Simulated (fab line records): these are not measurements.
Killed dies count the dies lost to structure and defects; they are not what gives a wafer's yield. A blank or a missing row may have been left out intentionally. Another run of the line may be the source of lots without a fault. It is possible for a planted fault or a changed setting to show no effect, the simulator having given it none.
Which tool did it? :: flow gf180mcu :: 39 wafers from 13 lots sampled at 2 of the route's 602 steps

WHAT EACH GAUGE READ, for each wafer
GF_V5_CD_MEAS_14: target cd 260 nm.
lot: L990
measured: day 27 21:04
on: cd_sem-01
cd_nm (nm): 259.3 260.2 260.2

lot: L991
measured: day 27 22:25
on: cd_sem-01
cd_nm (nm): 259.1 258.6 259.0

lot: L993
measured: day 28 10:05
on: cd_sem-01
cd_nm (nm): 260.3 259.7 258.9

lot: L994
measured: day 28 19:54
on: cd_sem-02
cd_nm (nm): 259.2 260.2 259.2

lot: L997
measured: day 29 14:06
on: cd_sem-02
cd_nm (nm): 261.5 261.1 261.5

lot: L998
measured: day 29 23:03
on: cd_sem-01
cd_nm (nm): 256.3 257.0 257.6

lot: L100
measured: day 30 15:23
on: cd_sem-01
cd_nm (nm): 257.3 258.4 258.2

lot: L102
measured: day 31 01:18
on: cd_sem-02
cd_nm (nm): 261.0 259.9 259.9

lot: L103
measured: day 31 11:19
on: cd_sem-02
cd_nm (nm): 259.4 261.7 260.7

lot: L104
measured: day 31 16:47
on: cd_sem-01
cd_nm (nm): 259.5 260.4 260.7

lot: L105
measured: day 31 21:58
on: cd_sem-02
cd_nm (nm): 259.1 260.2 260.3

lot: L106
measured: day 32 02:37
on: cd_sem-02
cd_nm (nm): 260.0 260.4 259.3

lot: L112
measured: day 33 13:17
on: cd_sem-02
cd_nm (nm): 259.8 258.2 258.8

WHICH TOOL RAN EACH LOT (tool, then ch and the chambers of the sampled wafers, then the start)
lot: L990
GF_M5_SOFTBAKE_03: litho_track-01 ch 0, day 26 13:54

lot: L991
GF_M5_SOFTBAKE_03: litho_track-01 ch 0, day 26 14:48

lot: L993
GF_M5_SOFTBAKE_03: litho_track-01 ch 0, day 27 02:11

lot: L994
GF_M5_SOFTBAKE_03: litho_track-01 ch 0, day 27 12:27

lot: L997
GF_M5_SOFTBAKE_03: litho_track-02 ch 0, day 28 07:38

lot: L998
GF_M5_SOFTBAKE_03: litho_track-04 ch 0, day 28 17:46

lot: L100
GF_M5_SOFTBAKE_03: litho_track-04 ch 0, day 29 09:53

lot: L102
GF_M5_SOFTBAKE_03: litho_track-02 ch 0, day 29 20:53

lot: L103
GF_M5_SOFTBAKE_03: litho_track-01 ch 0, day 30 06:54

lot: L104
GF_M5_SOFTBAKE_03: litho_track-01 ch 0, day 30 13:40

lot: L105
GF_M5_SOFTBAKE_03: litho_track-01 ch 0, day 30 18:18

lot: L106
GF_M5_SOFTBAKE_03: litho_track-01 ch 0, day 30 23:28

lot: L112
GF_M5_SOFTBAKE_03: litho_track-02 ch 0, day 32 11:47
- GF_M5_SOFTBAKE_03: time 61.66 s.

WHAT THE TOOLS THEMSELVES READ (means of the sampled wafers that have a number; where no wafer has one, the mark that the record gives instead)
GF_M5_SOFTBAKE_03.
lot: L990
tool: litho_track-01
plate_sensor_t_centre_C (C): 131.02
plate_sensor_t_edge_C (C): 131.22
resist_line_temp_C (C): 23.05

lot: L991
tool: litho_track-01
plate_sensor_t_centre_C (C): 131.01
plate_sensor_t_edge_C (C): 131.20
resist_line_temp_C (C): 23.05

lot: L993
tool: litho_track-01
plate_sensor_t_centre_C (C): 131.03
plate_sensor_t_edge_C (C): 131.20
resist_line_temp_C (C): 23.04

lot: L994
tool: litho_track-01
plate_sensor_t_centre_C (C): 131.01
plate_sensor_t_edge_C (C): 131.21
resist_line_temp_C (C): 22.97

lot: L997
tool: litho_track-02
plate_sensor_t_centre_C (C): 131.03
plate_sensor_t_edge_C (C): 131.21
resist_line_temp_C (C): 22.84

lot: L998
tool: litho_track-04
plate_sensor_t_centre_C (C): 131.02
plate_sensor_t_edge_C (C): 131.20
resist_line_temp_C (C): 22.92

lot: L100
tool: litho_track-04
plate_sensor_t_centre_C (C): 131.02
plate_sensor_t_edge_C (C): 131.21
resist_line_temp_C (C): 22.93

lot: L102
tool: litho_track-02
plate_sensor_t_centre_C (C): 131.01
plate_sensor_t_edge_C (C): 131.21
resist_line_temp_C (C): 23.10

lot: L103
tool: litho_track-01
plate_sensor_t_centre_C (C): 131.02
plate_sensor_t_edge_C (C): 131.22
resist_line_temp_C (C): 23.02

lot: L104
tool: litho_track-01
plate_sensor_t_centre_C (C): 131.01
plate_sensor_t_edge_C (C): 131.21
resist_line_temp_C (C): 23.00

lot: L105
tool: litho_track-01
plate_sensor_t_centre_C (C): 131.02
plate_sensor_t_edge_C (C): 131.20
resist_line_temp_C (C): 23.06

lot: L106
tool: litho_track-01
plate_sensor_t_centre_C (C): 131.02
plate_sensor_t_edge_C (C): 131.20
resist_line_temp_C (C): 23.05

lot: L112
tool: litho_track-02
plate_sensor_t_centre_C (C): 131.02
plate_sensor_t_edge_C (C): 131.21
resist_line_temp_C (C): 22.92

THE ANSWER, worked out from the rows above alone
Rule: the lots themselves supply what counts as usual. The widest of any qualifying gaps counts: lots, ordered by their means at a reading, are off when they make up no more than a third of the lots, leave a main group of 4 or more, and stand apart from it by 3 or more times the standard deviation of that group's means. Not used: any main group whose means are identical at the precision the tables above print for the reading. Also off: a lot with no number at a reading for which 4 or more lots have one. The other lots that the step has rows for count as sound. First the gauges in route order, then the tools' own readings, where a lot's mean is used as printed above. At the first step where some lot is off, the reading lying furthest off is the one used; lots without a number count as furthest.
Across all readings shown, no lot is off: no conclusion can be drawn from this.

WHAT THE SIMULATOR HAD PUT IN
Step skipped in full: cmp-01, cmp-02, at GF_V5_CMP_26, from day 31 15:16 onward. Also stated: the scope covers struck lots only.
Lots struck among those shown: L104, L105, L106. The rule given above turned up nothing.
